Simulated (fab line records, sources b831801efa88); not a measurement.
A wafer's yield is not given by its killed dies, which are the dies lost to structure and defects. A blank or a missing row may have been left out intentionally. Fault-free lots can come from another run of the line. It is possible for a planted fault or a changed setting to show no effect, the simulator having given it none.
Which of the tools did it? / flow sky130 / route of 708 steps, sampled at 1 step: 7 lots, 21 wafers

== WHAT THE GAUGES SHOWED, per wafer ==
SKY_VT_ADJUST_NCORE_OVL_MEAS_08.
lot=L274; measured=day 9 04:22; on=overlay-02; VT_ADJUST_NCORE_OVL (nm)=0.6 1.3 -0.6
lot=L276; measured=day 9 16:19; on=overlay-01; VT_ADJUST_NCORE_OVL (nm)=-0.9 -0.1 -1.7
lot=L278; measured=day 10 08:11; on=overlay-02; VT_ADJUST_NCORE_OVL (nm)=2.8 2.3 1.5
lot=L280; measured=day 10 20:57; on=overlay-02; VT_ADJUST_NCORE_OVL (nm)=1.2 2.3 2.6
lot=L287; measured=day 13 06:37; on=overlay-02; VT_ADJUST_NCORE_OVL (nm)=3.0 0.3 0.7
lot=L294; measured=day 15 03:43; on=overlay-01; VT_ADJUST_NCORE_OVL (nm)=0.1 -0.9 -3.4
lot=L296; measured=day 15 16:13; on=overlay-02; VT_ADJUST_NCORE_OVL (nm)=3.0 2.3 2.8

== WHICH TOOL RAN EACH LOT (tool, then ch and the chambers of the sampled wafers, then the start) ==
Record: no process step prior to these readings.

== THE ANSWER, worked out from the rows above alone ==
Rule: the usual values come from the lots themselves. Put in order of their means at a reading, lots are off if they are a third of the lots or fewer, leave a main group of 4 or more, and stand apart from it by a gap of 3 or more times the standard deviation of the main group's means; of several such gaps the widest counts. If all means in a main group match to the digits the tables above print for the reading, that group is not used. A lot without any number at a reading at which 4 lots or more have one is off too. All remaining lots with rows at the step are treated as sound.
No lot is off on any of the readings shown, so nothing can be concluded from this.

== WHAT THE SIMULATOR PUT IN ==
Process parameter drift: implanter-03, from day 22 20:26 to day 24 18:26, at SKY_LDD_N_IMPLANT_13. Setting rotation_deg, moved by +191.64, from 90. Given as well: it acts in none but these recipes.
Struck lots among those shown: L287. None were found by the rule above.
